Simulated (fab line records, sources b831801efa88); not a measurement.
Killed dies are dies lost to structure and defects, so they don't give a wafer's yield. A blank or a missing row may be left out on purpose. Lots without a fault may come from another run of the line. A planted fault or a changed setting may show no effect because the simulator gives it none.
fab line records | flow gf180mcu
record lots=5 wafers=15 last_day=34
route steps=602 shown DUAL_GATE@155 POLY_GATE@157 HV_LDD@176
lots that met no fault: from a run of the same line without faults
start_h: hours from the record's first day to the start of the lot's first wafer shown | wait_h: hours since the lot's step before | " the same as in the row above | L1.1+2: a row that stands for several wafers | - no value, or no start given | * or withheld: withheld | < > ~ a bound
route shown NAME@n: a module of which the file shows steps, and the number in the route of the first | usual: mean/standard deviation of fault-free wafers | same: alike in all rows | chamber/n: place in a boat | sites: the reading at each site | _std_site: their standard deviation | _edge_site: outer sites' mean less inner sites' | radius_mm: how far each site lies from the wafer's centre | mask NAME#n: copy n | behind: the tool/chamber that last shaped the wafer | hold: why the lot was held/for how many hours/how that ended | device: the transistor (n, p or np) that didn't switch | end of line: the same wafers' tests at the end of the route | a step without rows: its recipe alone | killed: dies lost to structure and defects at the first sort, not the wafer's yield | map: a wafer's dies, x killed, . not, _ none there
set.NAME: the setting as run; set.NAME@STEP: as run at that earlier step | model.NAME: the simulator's own value behind a step, which no gauge read
lots at some steps of the route; a table a step, a row a wafer
services: from which hour (start_h, from the record's first day; less than 0 if before it) a tool's chamber was out of use, for how many hours, and why
## steps
# step GF_DUAL_GATE_CLEAN_14
# recipe chemistry=SC1/SC2 mix=1:4:20 temp_c=70 time_s=150 dry=n2_spin
# columns lot.wafer tool chamber start_h wait_h
L076.2+3+4 wet_bench-01 2 190.02 0.1
L079.2+5+6 wet_bench-04 3 210.86 0.1
L087.3+5+6 wet_bench-02 0 267.43 0.0
L092.4+5+6 wet_bench-01 0 299.84 0.0
L097.2+3+4 wet_bench-02 1 335.78 0.1
# step GF_DUAL_GATE_OXIDATION_15
# recipe temp_c=850 ambient=O2 stabilise_s=600 purge_s=300 target_thk_a=70.98 ox_time_s=1995
# usual spike_tc_top_C=860.9/1.8 zone_power_top_pct=27.7/1.3
# columns lot.wafer tool chamber start_h wait_h spike_tc_top_C zone_power_top_pct
L076.2 furnace-01 0 190.70 0.6 860.2 26.3
L076.3 " 0 " " 859.3 26.0
L076.4 " 0 " " 859.8 26.7
L079.2 furnace-02 0 211.51 0.6 862.1 28.8
L079.5 " 0 " " 863.6 28.7
L079.6 " 0 " " 863.5 28.9
L087.3 furnace-02 0 268.31 0.8 862.9 29.3
L087.5 " 0 " " 862.3 28.7
L087.6 " 0 " " 861.9 29.5
L092.4 furnace-02 0 299.89 0.0 862.7 29.1
L092.5 " 0 " " 862.1 29.0
L092.6 " 0 " " 861.1 29.1
L097.2 furnace-01 0 336.51 0.7 859.8 26.8
L097.3 " 0 " " 858.3 26.4
L097.4 " 0 " " 861.1 26.1
# step GF_POLY_GATE_CVD_00
# recipe material=poly-Si target_thk_nm=200 temp_c=620 time_s=1200 pressure_mtorr=200
# usual spike_tc_top_C=637/3.4 zone_power_top_pct=20.4/1.6
# columns lot.wafer tool chamber start_h wait_h spike_tc_top_C zone_power_top_pct
L076.2 lpcvd-02 1 192.26 0.0 634 22.0
L076.3 " 1 " " 635 22.3
L076.4 " 1 " " 634 21.6
L079.2 lpcvd-02 1 213.56 0.5 636 22.1
L079.5 " 1 " " 635 22.0
L079.6 " 1 " " 634 21.8
L087.3 lpcvd-01 0 269.86 0.0 640 19.9
L087.5 " 0 " " 638 20.0
L087.6 " 0 " " 639 20.0
L092.4 lpcvd-01 0 301.44 0.0 639 20.1
L092.5 " 0 " " 637 20.2
L092.6 " 0 " " 638 20.1
L097.2 lpcvd-02 0 341.43 3.4 645 16.8
L097.3 " 0 " " 645 16.7
L097.4 " 0 " " 646 16.9
# step GF_POLY_GATE_THK_MEAS_01
# recipe reads=poly-Si_of_POLY_GATE_CVD_00
# usual POLY_GATE_CVD_00_THK=199.3/2.2
# columns lot.wafer tool chamber start_h wait_h POLY_GATE_CVD_00_THK[nm]
L076.2 film_metro-04 - 193.60 0.0 203.6
L076.3 " - " " 202.6
L076.4 " - " " 202.8
L079.2 film_metro-03 - 214.90 0.0 198.8
L079.5 " - " " 198.9
L079.6 " - " " 197.8
L087.3 film_metro-01 - 271.22 0.0 197.3
L087.5 " - " " 199.4
L087.6 " - " " 197.3
L092.4 film_metro-03 - 302.81 0.0 200.3
L092.5 " - " " 198.9
L092.6 " - " " 199.9
L097.2 film_metro-04 - 343.44 0.0 202.7
L097.3 " - " " 200.2
L097.4 " - " " 201.6
# step GF_POLY_GATE_DEHYDRATE_02
# recipe temp_c=200 time_s=60
# columns lot.wafer tool chamber start_h wait_h
L076.2+3+4 litho_track-01 0 201.59 8.0
L079.2+5+6 litho_track-03 0 223.25 8.3
L087.3+5+6 litho_track-01 0 280.71 9.5
L092.4+5+6 litho_track-03 0 312.45 9.6
L097.2+3+4 litho_track-03 0 353.60 10.1
# step GF_POLY_GATE_HMDS_03
# recipe prime_time_s=60 prime_temp_c=120
# columns lot.wafer tool chamber start_h wait_h
L076.2+3+4 litho_track-01 0 201.74 0.1
L079.2+5+6 litho_track-03 0 223.40 0.1
L087.3+5+6 litho_track-01 0 280.86 0.1
L092.4+5+6 litho_track-03 0 312.60 0.1
L097.2+3+4 litho_track-03 0 353.75 0.1
# step GF_POLY_GATE_COAT_04
# recipe resist=BARC temp_c=withheld time_s=withheld spin_rpm=withheld resist_thk_nm=withheld
# columns lot.wafer tool chamber start_h wait_h
L076.2+3+4 litho_track-01 0 201.89 0.1
L079.2+5+6 litho_track-03 0 223.55 0.1
L087.3+5+6 litho_track-01 0 281.01 0.1
L092.4+5+6 litho_track-03 0 312.75 0.1
L097.2+3+4 litho_track-03 0 353.90 0.1
# step GF_POLY_GATE_COAT_05
# recipe resist=KrF spin_rpm=withheld resist_thk_nm=700
# columns lot.wafer tool chamber start_h wait_h
L076.2+3+4 litho_track-01 0 - -
L079.2+5+6 litho_track-03 0 - -
L087.3+5+6 litho_track-01 0 - -
L092.4+5+6 litho_track-03 0 - -
L097.2+3+4 litho_track-03 0 - -
# step GF_POLY_GATE_SOFTBAKE_06
# recipe temp_c=130 time_s=60 resist=KrF
# columns lot.wafer tool chamber start_h wait_h
L076.2+3+4 litho_track-01 0 - -
L079.2+5+6 litho_track-03 0 - -
L087.3+5+6 litho_track-01 0 - -
L092.4+5+6 litho_track-03 0 - -
L097.2+3+4 litho_track-03 0 - -
# step GF_POLY_GATE_EXPOSE_07
# recipe mask_id=Poly2 target_cd_nm=280 na=0.68 source_shape=conventional sigma_outer=0.6 dose_mj=28
# columns lot.wafer tool chamber start_h wait_h mask
L076.2+3+4 krf_scanner-01 0 - - Poly2#0
L079.2+5+6 krf_scanner-02 0 - - Poly2#0
L087.3+5+6 krf_scanner-01 0 - - Poly2#0
L092.4+5+6 krf_scanner-01 0 - - Poly2#0
L097.2+3+4 krf_scanner-02 0 - - Poly2#0
# step GF_POLY_GATE_PEB_08
# recipe peb_temp_c=136.1 peb_time_s=90 resist=KrF
# columns lot.wafer tool chamber start_h wait_h
L076.2+3+4 litho_track-03 0 - -
L079.2+5+6 litho_track-01 0 - -
L087.3+5+6 litho_track-04 0 - -
L092.4+5+6 litho_track-03 0 - -
L097.2+3+4 litho_track-04 0 - -
# step GF_POLY_GATE_DEVELOP_09
# recipe develop_time_s=60 resist=KrF dev_temp_c=21
# columns lot.wafer tool chamber start_h wait_h
L076.2+3+4 litho_track-03 0 210.20 0.2
L079.2+5+6 litho_track-01 0 232.44 0.2
L087.3+5+6 litho_track-04 0 291.03 0.1
L092.4+5+6 litho_track-03 0 323.15 0.1
L097.2+3+4 litho_track-04 0 364.90 0.2
# step GF_POLY_GATE_CD_MEAS_10
# recipe target_cd_nm=280
# usual cd_nm=280.0/1.2
# columns lot.wafer tool chamber start_h wait_h cd_nm
L076.2 cd_sem-01 - 210.34 0.1 280.1
L076.3 " - " " 280.0
L076.4 " - " " 278.9
L079.2 cd_sem-01 - 232.59 0.1 277.1
L079.5 " - " " 277.1
L079.6 " - " " 277.8
L087.3 cd_sem-02 - 291.17 0.1 279.1
L087.5 " - " " 279.8
L087.6 " - " " 279.8
L092.4 cd_sem-02 - 323.28 0.1 280.8
L092.5 " - " " 281.1
L092.6 " - " " 281.9
L097.2 cd_sem-01 - 365.04 0.1 280.4
L097.3 " - " " 279.4
L097.4 " - " " 280.5
# step GF_POLY_GATE_OVL_MEAS_11
# usual POLY_GATE_OVL=-4/5.5
# columns lot.wafer tool chamber start_h wait_h POLY_GATE_OVL[nm]
L076.2 overlay-01 - 210.45 0.1 4
L076.3 " - " " -5
L076.4 " - " " -5
L079.2 overlay-02 - 232.69 0.1 -12
L079.5 " - " " -8
L079.6 " - " " -13
L087.3 overlay-01 - 291.26 0.1 3
L087.5 " - " " 1
L087.6 " - " " -3
L092.4 overlay-01 - 323.36 0.1 4
L092.5 " - " " 2
L092.6 " - " " -12
L097.2 overlay-01 - 365.15 0.1 -10
L097.3 " - " " -12
L097.4 " - " " -8
# step GF_POLY_GATE_ETCH_12
# recipe chemistry=N2/H2 target_depth_a=withheld overetch_a=withheld time_s=withheld target=BARC ion_energy_ev=200 source_w=500 bias_w=100 pressure_mtorr=30 n2_flow_sccm=100 h2_flow_sccm=200
# usual drypump_motor_current_A=6.0/0.46 oes_product_au=0.736/0.0045 throttle_valve_pct=13.215/0.0094
# columns lot.wafer tool chamber start_h wait_h drypump_motor_current_A oes_product_au throttle_valve_pct
L076.2 rie_diel-01 1 210.48 0.0 5.4 0.741 13.212
L076.3 " 0 " " 6.3 0.737 13.217
L076.4 " 0 " " 6.3 0.738 13.214
L079.2 rie_diel-01 1 232.72 0.0 5.4 0.737 13.205
L079.5 " 2 " " 5.8 0.740 13.217
L079.6 " 0 " " 6.3 0.735 13.210
L087.3 rie_diel-04 3 291.28 0.0 6.1 0.735 13.205
L087.5 " 2 " " 6.4 0.736 13.212
L087.6 " 1 " " 6.7 0.739 13.219
L092.4 rie_diel-04 1 323.40 0.0 6.7 0.734 13.218
L092.5 " 2 " " 6.4 0.733 13.223
L092.6 " 3 " " 6.1 0.735 13.203
L097.2 rie_diel-04 3 365.18 0.0 6.1 0.743 13.207
L097.3 " 1 " " 6.7 0.743 13.209
L097.4 " 3 " " 6.1 0.738 13.214
# step GF_POLY_GATE_ETCH_13
# recipe target=poly-Si target_depth_nm=198.5 stop_on=SiO2 over_etch_frac=0.403 chemistry=HBr/Cl2 icp_w=400 bias_w=100 pressure_mtorr=10 HBr_flow_sccm=150 Cl2_flow_sccm=50 time_s=69.6
# usual drypump_motor_current_A=5.5/0.41 oes_product_au=0.988/0.01 throttle_valve_pct=33.685/0.0086
# columns lot.wafer tool chamber start_h wait_h drypump_motor_current_A oes_product_au rf_hours_counter_h throttle_valve_pct
L076.2 rie_si-02 1 210.53 - 5.5 0.988 120 33.674
L076.3 " 3 " " 5.5 1.002 97 33.697
L076.4 " 0 " " 6.0 0.995 4 33.682
L079.2 rie_si-02 2 232.77 - 5.7 0.961 1 33.663
L079.5 " 3 " " 5.4 0.997 - 33.666
L079.6 " 2 " " 5.7 0.960 - 33.689
L087.3 rie_si-01 3 291.33 - 5.8 0.989 6 33.679
L087.5 " 0 " " 4.7 1.006 - 33.692
L087.6 " 3 " " 5.8 0.982 - 33.678
L092.4 rie_si-02 2 323.46 - 5.7 0.970 - 33.687
L092.5 " 1 " " 5.4 0.987 - 33.683
L092.6 " 0 " " 6.0 0.994 - 33.677
L097.2 rie_si-01 2 365.23 - 5.3 0.988 79 33.696
L097.3 " 3 " " 5.7 0.982 7 33.710
L097.4 " 1 " " 5.2 0.982 7 33.683
# step GF_POLY_GATE_STRIP_14
# recipe chemistry=O2/N2 power_w=1400 pressure_mtorr=1500 platen_temp_c=250 o2_flow_sccm=3000 n2_flow_sccm=300 overash_fraction=0.5
# usual drypump_motor_current_A=6.0/0.53 heater_power_w=356/38 oes_product_au=0.505/0.0048
# columns lot.wafer tool chamber start_h wait_h drypump_motor_current_A heater_power_w oes_product_au rf_hours_counter_h
L076.2 plasma_asher-01 1 210.59 0.0 5.4 310 0.508 43
L076.3 " 0 " " 6.4 348 0.506 -
L076.4 " 1 " " 5.4 320 0.499 -
L079.2 plasma_asher-03 1 232.83 0.0 4.9 291 0.510 15
L079.5 " 1 " " 4.9 296 0.506 -
L079.6 " 0 " " 5.6 324 0.507 -
L087.3 plasma_asher-01 1 291.42 0.1 5.4 321 0.505 -
L087.5 " 1 " " 5.4 314 0.502 -
L087.6 " 0 " " 6.4 348 0.502 -
L092.4 plasma_asher-04 1 323.52 0.0 6.6 385 0.507 -
L092.5 " 1 " " 6.5 395 0.505 -
L092.6 " 0 " " 6.1 397 0.504 -
L097.2 plasma_asher-04 1 365.29 0.0 6.6 406 0.512 69
L097.3 " 0 " " 6.1 405 0.512 -
L097.4 " 1 " " 6.6 387 0.511 -
# step GF_POLY_GATE_CLEAN_15
# recipe chemistry=SC1/SC2 mix=1:4:20 temp_c=70 time_s=150 dry=n2_spin
# columns lot.wafer tool chamber start_h wait_h
L076.2+3+4 wet_bench-03 3 210.69 0.1
L079.2+5+6 wet_bench-04 0 232.93 0.1
L087.3+5+6 wet_bench-03 1 291.49 0.0
L092.4+5+6 wet_bench-01 0 323.58 0.0
L097.2+3+4 wet_bench-03 0 365.39 0.1
# step GF_POLY_GATE_OXIDATION_16
# recipe temp_c=850 ambient=O2 stabilise_s=600 purge_s=300 target_thk_a=40 ox_time_s=899
# usual spike_tc_top_C=861.3/1.7 zone_power_top_pct=28.0/1.4
# columns lot.wafer tool chamber start_h wait_h spike_tc_top_C zone_power_top_pct
L076.2 furnace-01 0 210.79 0.0 860.2 26.7
L076.3 " 0 " " 859.6 25.9
L076.4 " 0 " " 859.6 26.6
L079.2 furnace-01 0 234.44 1.5 861.2 26.5
L079.5 " 0 " " 860.9 26.5
L079.6 " 0 " " 862.6 26.7
L087.3 furnace-02 0 292.09 0.6 862.3 29.7
L087.5 " 0 " " 863.4 29.5
L087.6 " 0 " " 862.7 29.1
L092.4 furnace-01 0 323.64 0.0 860.7 26.4
L092.5 " 0 " " 859.0 26.4
L092.6 " 0 " " 859.8 27.0
L097.2 furnace-02 0 366.35 0.9 862.2 29.0
L097.3 " 0 " " 861.9 29.2
L097.4 " 0 " " 862.3 29.1
# step GF_POLY_GATE_THK_MEAS_17
# recipe reads=SiO2_of_POLY_GATE_OXIDATION_16
# usual POLY_GATE_OXIDATION_THK=4.00/0.078
# columns lot.wafer tool chamber start_h wait_h POLY_GATE_OXIDATION_THK[nm]
L076.2 film_metro-01 - 212.05 0.0 4.01
L076.3 " - " " 3.94
L076.4 " - " " 3.97
L079.2 film_metro-01 - 235.70 0.0 3.92
L079.5 " - " " 3.96
L079.6 " - " " 3.89
L087.3 film_metro-01 - 293.36 0.0 3.98
L087.5 " - " " 3.98
L087.6 " - " " 4.10
L092.4 film_metro-04 - 324.92 0.0 3.85
L092.5 " - " " 3.89
L092.6 " - " " 3.97
L097.2 film_metro-03 - 367.61 0.0 4.09
L097.3 " - " " 4.13
L097.4 " - " " 4.11
# step GF_POLY_GATE_CD_MEAS_18
# usual cd_nm=279.7/1.9
# columns lot.wafer tool chamber start_h wait_h cd_nm
L076.2 cd_sem-01 - 212.12 0.1 280.4
L076.3 " - " " 280.2
L076.4 " - " " 278.6
L079.2 cd_sem-01 - 235.78 0.1 277.6
L079.5 " - " " 275.0
L079.6 " - " " 278.3
L087.3 cd_sem-01 - 293.46 0.1 279.6
L087.5 " - " " 278.5
L087.6 " - " " 279.2
L092.4 cd_sem-02 - 325.07 0.1 281.6
L092.5 " - " " 278.5
L092.6 " - " " 280.5
L097.2 cd_sem-01 - 367.69 0.1 280.3
L097.3 " - " " 281.5
L097.4 " - " " 280.4
# step GF_HV_LDD_DEHYDRATE_00
# recipe temp_c=200 time_s=60
# columns lot.wafer tool chamber start_h wait_h
L076.2+3+4 litho_track-03 0 220.65 8.5
L079.2+5+6 litho_track-03 0 244.10 8.3
L087.3+5+6 litho_track-03 0 303.07 9.6
L092.4+5+6 litho_track-03 0 335.15 10.0
L097.2+3+4 litho_track-03 0 378.60 10.9
# step GF_HV_LDD_HMDS_01
# recipe prime_time_s=60 prime_temp_c=120
# columns lot.wafer tool chamber start_h wait_h
L076.2+3+4 litho_track-03 0 220.80 0.1
L079.2+5+6 litho_track-03 0 244.25 0.1
L087.3+5+6 litho_track-03 0 303.22 0.1
L092.4+5+6 litho_track-03 0 335.30 0.1
L097.2+3+4 litho_track-03 0 378.75 0.1
# step GF_HV_LDD_COAT_02
# recipe resist=NOVOLAK spin_rpm=3000 resist_thk_nm=1000
# usual spin_speed_rpm=2999.9/1.8
# columns lot.wafer tool chamber start_h wait_h spin_speed_rpm
L076.2 litho_track-03 0 220.95 0.1 2999.8
L076.3 " 0 " " 3001.6
L076.4 " 0 " " 3000.8
L079.2 litho_track-03 0 244.40 0.1 3004.2
L079.5 " 0 " " 3001.9
L079.6 " 0 " " 3001.9
L087.3 litho_track-03 0 303.37 0.1 3000.4
L087.5 " 0 " " 2999.1
L087.6 " 0 " " 3000.6
L092.4 litho_track-03 0 335.45 0.1 3000.4
L092.5 " 0 " " 2995.6
L092.6 " 0 " " 2997.7
L097.2 litho_track-03 0 378.90 0.1 2998.0
L097.3 " 0 " " 3000.5
L097.4 " 0 " " 2999.0
# step GF_HV_LDD_SOFTBAKE_03
# recipe temp_c=90 time_s=60 resist=NOVOLAK
# columns lot.wafer tool chamber start_h wait_h
L076.2+3+4 litho_track-03 0 221.10 0.1
L079.2+5+6 litho_track-03 0 244.55 0.1
L087.3+5+6 litho_track-03 0 303.52 0.1
L092.4+5+6 litho_track-03 0 335.60 0.1
L097.2+3+4 litho_track-03 0 379.05 0.1
# step GF_HV_LDD_EXPOSE_04
# recipe mask_id=Nplus_LV_AREA target_cd_nm=400 na=0.6 source_shape=conventional sigma_outer=0.6 dose_mj=139
# columns lot.wafer tool chamber start_h wait_h mask
L076.2+3+4 iline_stepper-01 0 - - Nplus_LV_AREA#0
L079.2+5+6 iline_stepper-02 0 - - Nplus_LV_AREA#0
L087.3+5+6 iline_stepper-01 0 - - Nplus_LV_AREA#0
L092.4+5+6 iline_stepper-01 0 - - Nplus_LV_AREA#0
L097.2+3+4 iline_stepper-01 0 - - Nplus_LV_AREA#0
# step GF_HV_LDD_PEB_05
# recipe temp_c=withheld time_s=* resist=NOVOLAK
# columns lot.wafer tool chamber start_h wait_h
L076.2+3+4 litho_track-04 0 - -
L079.2+5+6 litho_track-04 0 - -
L087.3+5+6 litho_track-03 0 - -
L092.4+5+6 litho_track-03 0 - -
L097.2+3+4 litho_track-02 0 - -
# step GF_HV_LDD_DEVELOP_06
# recipe develop_time_s=60 dev_temp_c=23
# columns lot.wafer tool chamber start_h wait_h
L076.2+3+4 litho_track-04 0 229.75 0.1
L079.2+5+6 litho_track-04 0 253.50 0.1
L087.3+5+6 litho_track-03 0 313.32 0.1
L092.4+5+6 litho_track-03 0 346.25 0.1
L097.2+3+4 litho_track-02 0 389.88 0.1
# step GF_HV_LDD_CD_MEAS_07
# recipe target_cd_nm=400
# usual cd_nm=400.4/2.3
# columns lot.wafer tool chamber start_h wait_h cd_nm
L076.2 cd_sem-01 - 229.90 0.1 401.1
L076.3 " - " " 400.3
L076.4 " - " " 402.8
L079.2 cd_sem-02 - 253.76 0.2 399.4
L079.5 " - " " 401.8
L079.6 " - " " 400.4
L087.3 cd_sem-01 - 313.46 0.1 402.9
L087.5 " - " " 402.3
L087.6 " - " " 402.7
L092.4 cd_sem-01 - 346.38 0.1 399.5
L092.5 " - " " 398.3
L092.6 " - " " 396.2
L097.2 cd_sem-01 - 390.02 0.1 403.7
L097.3 " - " " 407.1
L097.4 " - " " 403.4
# step GF_HV_LDD_OVL_MEAS_08
# usual HV_LDD_OVL=0.0/1.7
# columns lot.wafer tool chamber start_h wait_h HV_LDD_OVL[nm]
L076.2 overlay-01 - 230.00 0.1 3.5
L076.3 " - " " 1.4
L076.4 " - " " 2.7
L079.2 overlay-01 - 253.87 0.1 -0.9
L079.5 " - " " -0.4
L079.6 " - " " 1.9
L087.3 overlay-02 - 313.55 0.1 2.7
L087.5 " - " " 0.8
L087.6 " - " " 2.1
L092.4 overlay-01 - 346.46 0.1 -1.1
L092.5 " - " " -0.3
L092.6 " - " " 0.1
L097.2 overlay-01 - 390.13 0.1 1.6
L097.3 " - " " 2.0
L097.4 " - " " -1.1
# step GF_HV_LDD_IMPLANT_09
# recipe species=As energy_kev=40 dose_cm2=1e+14 tilt_deg=7
# usual beam_energy_keV=40.002/0.012 tilt_deg=7.001/0.018
# columns lot.wafer tool chamber start_h wait_h beam_energy_keV tilt_deg
L076.2 implanter-01 0 230.06 0.0 39.993 6.978
L076.3 " 0 " " 40.003 6.958
L076.4 " 0 " " 39.999 6.992
L079.2 implanter-01 0 253.92 0.0 40.000 7.000
L079.5 " 0 " " 40.002 6.984
L079.6 " 0 " " 39.972 7.027
L087.3 implanter-01 0 313.63 0.1 39.998 7.032
L087.5 " 0 " " 39.992 6.999
L087.6 " 0 " " 39.987 7.022
L092.4 implanter-01 0 346.55 0.1 40.001 7.025
L092.5 " 0 " " 40.004 6.994
L092.6 " 0 " " 39.988 7.013
L097.2 implanter-02 0 390.18 0.0 39.995 7.014
L097.3 " 0 " " 40.009 7.017
L097.4 " 0 " " 39.997 7.003
# step GF_HV_LDD_STRIP_10
# recipe chemistry=O2/N2 power_w=1400 pressure_mtorr=1500 platen_temp_c=250 o2_flow_sccm=3000 n2_flow_sccm=300 overash_fraction=0.5
# usual drypump_motor_current_A=5.6/0.55 heater_power_w=343/45 oes_product_au=0.716/0.0052 strip_time_to_endpoint_s=12.64/0.034
# columns lot.wafer tool chamber start_h wait_h drypump_motor_current_A heater_power_w oes_product_au rf_hours_counter_h strip_time_to_endpoint_s
L076.2 plasma_asher-04 0 230.18 0.1 6.1 398 0.724 56 12.69
L076.3 " 0 " " 6.1 394 0.712 - 12.71
L076.4 " 1 " " 6.6 391 0.716 - 12.69
L079.2 plasma_asher-02 0 254.05 0.1 5.1 389 0.720 58 12.66
L079.5 " 1 " " 5.6 289 0.717 - 12.62
L079.6 " 0 " " 5.2 373 0.721 - 12.61
L087.3 plasma_asher-04 1 313.76 0.1 6.6 392 0.712 - 12.63
L087.5 " 1 " " 6.6 394 0.708 - 12.62
L087.6 " 0 " " 6.0 402 0.714 - 12.60
L092.4 plasma_asher-02 1 346.66 0.1 5.6 288 0.711 - 12.66
L092.5 " 1 " " 5.7 297 0.710 - 12.64
L092.6 " 0 " " 5.1 391 0.720 - 12.65
L097.2 plasma_asher-03 1 390.31 0.1 4.9 293 0.724 32 12.63
L097.3 " 0 " " 5.6 324 0.716 - 12.63
L097.4 " 1 " " 4.9 297 0.710 - 12.64
# step GF_HV_LDD_TW_MEAS_11
# usual HV_LDD_TW=2430/30
# columns lot.wafer tool chamber start_h wait_h HV_LDD_TW
L076.2 film_metro-02 - 230.29 0.1 2464
L076.3 " - " " 2452
L076.4 " - " " 2448
L079.2 film_metro-02 - 254.16 0.1 2475
L079.5 " - " " 2468
L079.6 " - " " 2462
L087.3 film_metro-04 - 313.85 0.1 2388
L087.5 " - " " 2397
L087.6 " - " " 2395
L092.4 film_metro-04 - 346.76 0.1 2416
L092.5 " - " " 2429
L092.6 " - " " 2426
L097.2 film_metro-04 - 390.42 0.1 2433
L097.3 " - " " 2434
L097.4 " - " " 2444
# step GF_HV_LDD_DEHYDRATE_12
# recipe temp_c=200 time_s=60
# columns lot.wafer tool chamber start_h wait_h
L076.2+3+4 litho_track-03 0 239.15 8.8
L079.2+5+6 litho_track-03 0 263.00 8.8
L087.3+5+6 litho_track-02 0 323.60 9.7
L092.4+5+6 litho_track-03 0 356.65 9.9
L097.2+3+4 litho_track-02 0 402.13 11.7
# step GF_HV_LDD_HMDS_13
# recipe prime_time_s=60 prime_temp_c=120
# columns lot.wafer tool chamber start_h wait_h
L076.2+3+4 litho_track-03 0 239.30 0.1
L079.2+5+6 litho_track-03 0 263.15 0.1
L087.3+5+6 litho_track-02 0 323.75 0.1
L092.4+5+6 litho_track-03 0 356.80 0.1
L097.2+3+4 litho_track-02 0 402.28 0.1
# step GF_HV_LDD_COAT_14
# recipe resist=NOVOLAK spin_rpm=3000 resist_thk_nm=1000
# usual spin_speed_rpm=3000.2/1.8
# columns lot.wafer tool chamber start_h wait_h spin_speed_rpm
L076.2 litho_track-03 0 239.45 0.1 2999.2
L076.3 " 0 " " 2999.9
L076.4 " 0 " " 2998.5
L079.2 litho_track-03 0 263.30 0.1 2999.1
L079.5 " 0 " " 3003.1
L079.6 " 0 " " 2999.4
L087.3 litho_track-02 0 323.90 0.1 2999.9
L087.5 " 0 " " 2999.4
L087.6 " 0 " " 2999.4
L092.4 litho_track-03 0 356.95 0.1 2998.8
L092.5 " 0 " " 3001.7
L092.6 " 0 " " 2998.4
L097.2 litho_track-02 0 402.43 0.1 2997.8
L097.3 " 0 " " 3000.5
L097.4 " 0 " " 3003.1
# step GF_HV_LDD_SOFTBAKE_15
# recipe temp_c=90 time_s=60 resist=NOVOLAK
# columns lot.wafer tool chamber start_h wait_h
L076.2+3+4 litho_track-03 0 239.60 0.1
L079.2+5+6 litho_track-03 0 263.45 0.1
L087.3+5+6 litho_track-02 0 324.05 0.1
L092.4+5+6 litho_track-03 0 357.10 0.1
L097.2+3+4 litho_track-02 0 402.58 0.1
# step GF_HV_LDD_EXPOSE_16
# recipe mask_id=Pplus_LV_AREA target_cd_nm=400 na=0.6 source_shape=conventional sigma_outer=0.6 dose_mj=140
# columns lot.wafer tool chamber start_h wait_h mask
L076.2+3+4 iline_stepper-01 0 - - Pplus_LV_AREA#0
L079.2+5+6 iline_stepper-01 0 - - Pplus_LV_AREA#0
L087.3+5+6 iline_stepper-01 0 - - Pplus_LV_AREA#0
L092.4+5+6 iline_stepper-01 0 - - Pplus_LV_AREA#0
L097.2+3+4 iline_stepper-01 0 - - Pplus_LV_AREA#0
# step GF_HV_LDD_PEB_17
# recipe temp_c=withheld time_s=* resist=NOVOLAK
# columns lot.wafer tool chamber start_h wait_h
L076.2+3+4 litho_track-03 0 - -
L079.2+5+6 litho_track-03 0 - -
L087.3+5+6 litho_track-02 0 - -
L092.4+5+6 litho_track-02 0 - -
L097.2+3+4 litho_track-03 0 - -
# step GF_HV_LDD_DEVELOP_18
# recipe develop_time_s=60 dev_temp_c=23
# columns lot.wafer tool chamber start_h wait_h
L076.2+3+4 litho_track-03 0 248.40 0.1
L079.2+5+6 litho_track-03 0 272.05 0.1
L087.3+5+6 litho_track-02 0 334.50 0.1
L092.4+5+6 litho_track-02 0 367.53 0.1
L097.2+3+4 litho_track-03 0 413.95 0.1
# step GF_HV_LDD_CD_MEAS_19
# recipe target_cd_nm=400
# usual cd_nm=399.7/1.8
# columns lot.wafer tool chamber start_h wait_h cd_nm
L076.2 cd_sem-02 - 248.54 0.1 401.5
L076.3 " - " " 400.0
L076.4 " - " " 398.9
L079.2 cd_sem-01 - 272.19 0.1 400.8
L079.5 " - " " 402.2
L079.6 " - " " 398.4
L087.3 cd_sem-02 - 334.73 0.2 397.0
L087.5 " - " " 396.4
L087.6 " - " " 396.2
L092.4 cd_sem-02 - 367.66 0.1 396.0
L092.5 " - " " 398.3
L092.6 " - " " 399.2
L097.2 cd_sem-02 - 414.09 0.1 400.3
L097.3 " - " " 398.4
L097.4 " - " " 398.4
# step GF_HV_LDD_OVL_MEAS_20
# usual HV_LDD_01_OVL=-0.2/1.3
# columns lot.wafer tool chamber start_h wait_h HV_LDD_01_OVL[nm]
L076.2 overlay-01 - 248.65 0.1 2.3
L076.3 " - " " -0.3
L076.4 " - " " -0.3
L079.2 overlay-01 - 272.30 0.1 0.6
L079.5 " - " " -3.2
L079.6 " - " " 0.0
L087.3 overlay-01 - 334.83 0.1 -1.1
L087.5 " - " " 0.6
L087.6 " - " " -0.8
L092.4 overlay-02 - 367.74 0.1 0.5
L092.5 " - " " 0.1
L092.6 " - " " -0.6
L097.2 overlay-01 - 414.20 0.1 -0.7
L097.3 " - " " -0.1
L097.4 " - " " 0.6
# step GF_HV_LDD_IMPLANT_21
# recipe species=BF2 energy_kev=25 dose_cm2=5e+13 tilt_deg=7
# usual beam_energy_keV=24.998/0.0086 tilt_deg=7.004/0.019
# columns lot.wafer tool chamber start_h wait_h beam_energy_keV tilt_deg
L076.2 implanter-04 0 248.70 0.0 25.002 6.973
L076.3 " 0 " " 25.004 7.015
L076.4 " 0 " " 25.012 7.034
L079.2 implanter-02 0 272.35 0.0 24.993 7.022
L079.5 " 0 " " 24.989 7.009
L079.6 " 0 " " 24.992 7.035
L087.3 implanter-02 0 334.90 0.1 25.002 6.976
L087.5 " 0 " " 24.992 7.007
L087.6 " 0 " " 24.996 7.017
L092.4 implanter-01 0 367.83 0.1 24.984 7.049
L092.5 " 0 " " 24.990 6.996
L092.6 " 0 " " 24.993 6.999
L097.2 implanter-02 0 414.25 0.0 24.992 6.990
L097.3 " 0 " " 25.011 7.004
L097.4 " 0 " " 25.003 6.990
## services
# columns tool chamber start_h hours kind
implanter-02 - 187.77 1.1 repair
iline_stepper-01 - 199.40 1.7 pm
implanter-01 - 199.83 1.9 repair
krf_scanner-01 - 203.85 12.6 repair
rie_diel-04 3 218.03 12.0 repair
krf_scanner-01 - 218.94 3.6 pm
furnace-02 - 225.72 3.7 pm
implanter-01 - 227.42 0.8 repair
krf_scanner-01 - 229.63 1.0 pm
plasma_asher-04 - 232.07 2.7 repair
plasma_asher-04 - 232.64 0.3 repair
wet_bench-01 - 232.85 1.7 repair
furnace-01 - 237.08 3.3 pm
plasma_asher-04 - 239.36 4.5 repair
rie_diel-04 1 257.15 14.3 repair
rie_diel-04 0 259.85 8.7 repair
plasma_asher-04 - 277.98 1.9 repair
furnace-01 - 303.61 3.5 pm
implanter-02 - 318.39 4.4 pm
furnace-01 - 318.80 2.9 pm
furnace-02 - 392.40 4.1 pm
furnace-01 - 405.24 2.7 pm
plasma_asher-04 - 406.50 2.8 pm
plasma_asher-04 - 412.33 1.9 repair
## key
fault none
